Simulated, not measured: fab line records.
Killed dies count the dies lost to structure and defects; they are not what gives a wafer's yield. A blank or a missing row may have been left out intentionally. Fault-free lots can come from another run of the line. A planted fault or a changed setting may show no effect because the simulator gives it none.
Chamber matching -- flow gf180mcu -- GF_V1_CMP_04 on cmp-01 has 4 sister chambers
The step polishes SiO2. 8 wafers are shown with their chamber, then 7 later ones without.

## WAFERS PAIRED WITH THEIR CHAMBERS
wafer,chamber,motor-current-A (A),slurry-filter-dp-kPa (kPa)
L191.1,3,13.1,13.53
L191.2,1,10.1,13.63
L196.2,3,13.6,13.57
L201.2,0,11.8,13.40
L201.3,2,11.6,13.56
L201.5,1,10.4,13.58
L209.3,2,11.8,13.49
L209.4,0,11.9,13.34

## WAFERS WITH NO CHAMBER GIVEN
wafer,motor-current-A (A),slurry-filter-dp-kPa (kPa)
L209.6,11.1,13.56
L210.1,10.3,13.18
L210.4,11.3,13.71
L210.5,12.9,13.47
L211.1,11.7,13.53
L211.2,9.9,13.43
L211.6,12.0,13.52

## THE CHAMBER EACH PASSED THROUGH
wafer,from the rows above,in truth
L209.6,can't be placed: 2 or 1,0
L210.1,0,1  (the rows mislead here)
L210.4,can't be placed: 2 or 1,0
L210.5,3,3
L211.1,2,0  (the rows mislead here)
L211.2,1,1
L211.6,2,2
3 of 7 placed correctly. Can't be placed from these rows: 2 (the true chamber is among the candidates in 0). 2 placed wrongly.
How it was worked out, from the rows above alone: a wafer's distance from a chamber is the root of the sum, over the readings, of the square of ((its reading less the chamber's mean) divided by the reading's scatter). If the next closest chamber is less than 2 further off than the closest, the wafer can't be placed; otherwise it belongs to the closest. The mean given for a chamber averages the wafers shown for that chamber. The scatter: take each reading less its chamber's mean, square it, sum over the shown wafers, divide by the number of wafers less the number of chambers, and take the root.
